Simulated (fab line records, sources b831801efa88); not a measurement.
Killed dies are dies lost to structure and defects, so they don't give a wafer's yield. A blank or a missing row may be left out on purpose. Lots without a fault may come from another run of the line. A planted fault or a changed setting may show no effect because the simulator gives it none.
One fault seen from 2 desks | flow gf180mcu | each desk has only its own numbers; what lay behind them comes last

THE TOOL OWNER'S DESK: wet_bench-03
The tool's own readings at GF_M2_STRIP_18 (strips in post etch residue remover, time 1200 s): means of the sampled wafers that have a number, for each lot that ran on this tool. A lot is out of limits, marked OUT, if its mean lies more than 4 standard deviations from the usual mean; the brackets give that distance.
Columns: A = bath_heat_duty_pct at GF_M2_STRIP_18, usual 14.3 %; B = temp_c at GF_M2_STRIP_18, usual 72.50 C
lot  | first seen here | A    | B
L833 | day 19 04:58    | 13.0 | 72.60
L835 | day 20 01:43    | 12.3 | 72.54
L839 | day 21 10:25    | 13.7 | 72.57
L842 | day 22 12:47    | 13.3 | 72.53
L853 | day 26 08:23    | 13.4 | 72.64
L854 | day 26 08:52    | 12.8 | 72.55
This desk's finding: nothing out of limits on any of the 6 lots.

THE METROLOGY DESK
What the gauges read, lot by lot, whatever tool the lot ran on: means of the sampled wafers that have a number. A lot is out of limits, marked OUT, if its mean lies more than 4 standard deviations from the usual mean; the brackets give that distance.
Columns: A = VT_IMPLANT_2_TW at GF_VT_IMPLANT_TW_MEAS_21, usual 1217
lot  | first seen here | A
L833 | day 6 08:19     | 1203
L834 | day 6 14:57     | 1220
L835 | day 6 17:23     | 1221
L836 | day 7 05:23     | 1216
L839 | day 7 19:17     | 1218
L840 | day 8 02:15     | 1219
L841 | day 8 08:05     | 1213
L842 | day 8 17:35     | 1214
L845 | day 9 12:28     | 1217
L846 | day 9 16:02     | 1218
L853 | day 11 09:58    | 1216
L854 | day 11 16:25    | 1218
This desk's finding: nothing out of limits on any of the 12 lots.

PUT TOGETHER
The tool owner's desk saw nothing out of limits.
The metrology desk saw nothing out of limits.

WHAT THE SIMULATOR HAD PUT IN
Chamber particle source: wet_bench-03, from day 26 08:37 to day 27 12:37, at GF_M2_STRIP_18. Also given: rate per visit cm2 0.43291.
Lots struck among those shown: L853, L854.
